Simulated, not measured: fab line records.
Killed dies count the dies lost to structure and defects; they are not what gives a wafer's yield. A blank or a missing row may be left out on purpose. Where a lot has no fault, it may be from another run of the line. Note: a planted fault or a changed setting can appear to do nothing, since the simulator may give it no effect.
2 desks looking at one fault ; flow sky130 ; each desk holds nothing but its own numbers, with what lay behind them at the end

FROM THE METROLOGY DESK
What the gauges read, lot by lot, whatever tool the lot ran on: means of the sampled wafers that have a number. If a lot's mean is further than 4 standard deviations from the usual mean, the lot is out of limits and carries the mark OUT (the distance appears in the brackets).
Columns: A = SONOS_TUNNEL_OVL at SKY_SONOS_TUNNEL_OVL_MEAS_08, usual 0.0 nm; B = LDD_HVP_OVL at SKY_LDD_HVP_OVL_MEAS_07, usual -0.1 nm; C = LDD_LDN_TW at SKY_LDD_LDN_TW_MEAS_13, usual 1481; D = SD_N_RS at SKY_SD_N_RS_MEAS_16, usual 68.56 ohm/sq
lot;first seen here;A;B;C;D
L954;day 11 21:18;1.4;0.4;1491;68.50
L955;day 12 06:34;-1.2;2.0;1494;68.52
L956;day 12 12:30;0.7;-1.8;1492;68.63
L957;day 13 00:18;-0.0;-0.1;1471;68.69
L958;day 13 07:58;0.2;0.2;1474;68.71
L959;day 13 12:02;0.3;-0.3;1470;68.59
L962;day 15 05:11;0.1;0.1;1443 (-5.1) OUT;68.56
L963;day 15 13:16;0.5;-0.3;1433 (-6.4) OUT;68.49
L964;day 15 14:49;-1.8;-0.4;1482;68.56
L972;day 17 19:00;-0.2;0.7;1479;68.61
L973;day 18 10:54;-1.1;1.1;1487;68.52
L975;day 18 23:18;-0.6;0.2;1480;68.49
L976;day 19 10:25;1.4;1.1;1483;68.56
This desk's result: L962, L963 out of limits, first on L962 (LDD_LDN_TW at SKY_LDD_LDN_TW_MEAS_13), day 27 12:10. L954, L955, L956, L957, L958, L959, L964, L972, L973, L975, L976: within limits.

THE TOOL OWNER'S DESK: implanter-03
SKY_LDD_LDN_IMPLANT_11, tool's own readings: per-lot mean of the sampled wafers with a number, covering each lot this tool ran. If a lot's mean is further than 4 standard deviations from the usual mean, the lot is out of limits and carries the mark OUT (the distance appears in the brackets).
Columns: A = doseIonsCm2 at SKY_LDD_LDN_IMPLANT_11, usual 1.25e+13; B = faradayCurrentUA at SKY_LDD_LDN_IMPLANT_11, usual 70.5
lot;first seen here;A;B
L954;day 23 17:55;1.25e+13;70.2
L955;day 24 05:13;1.25e+13;69.3
L957;day 24 23:50;1.25e+13;69.9
L958;day 25 06:23;1.25e+13;70.5
L959;day 25 16:34;1.25e+13;69.8
L962;day 27 11:55;8.09e+12 (-99 or more) OUT;45.3 (-18) OUT
L963;day 27 15:02;8.09e+12 (-99 or more) OUT;45.7 (-18) OUT
This desk's finding: out of limits on L962, L963; first on L962, day 27 11:55 (doseIonsCm2 at SKY_LDD_LDN_IMPLANT_11). L954, L955, L957, L958, L959: within limits.

PUT TOGETHER
The tool owner's desk had the chance to raise an alarm at day 27 11:55 on L962, L963.
At day 27 12:10 the metrology desk could have sounded an alarm, on L962, L963.
All the named lots went through SKY_LDD_LDN_IMPLANT_11 on implanter-03.

WHAT THE SIMULATOR PUT IN
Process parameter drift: implanter-03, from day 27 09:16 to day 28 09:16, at SKY_LDD_LDN_IMPLANT_11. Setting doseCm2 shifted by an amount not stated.
Struck lots among those shown: L962, L963.
Time in hours from fault onset to the first out-of-limits reading at each desk: tool owner's desk 3, metrology desk 3.
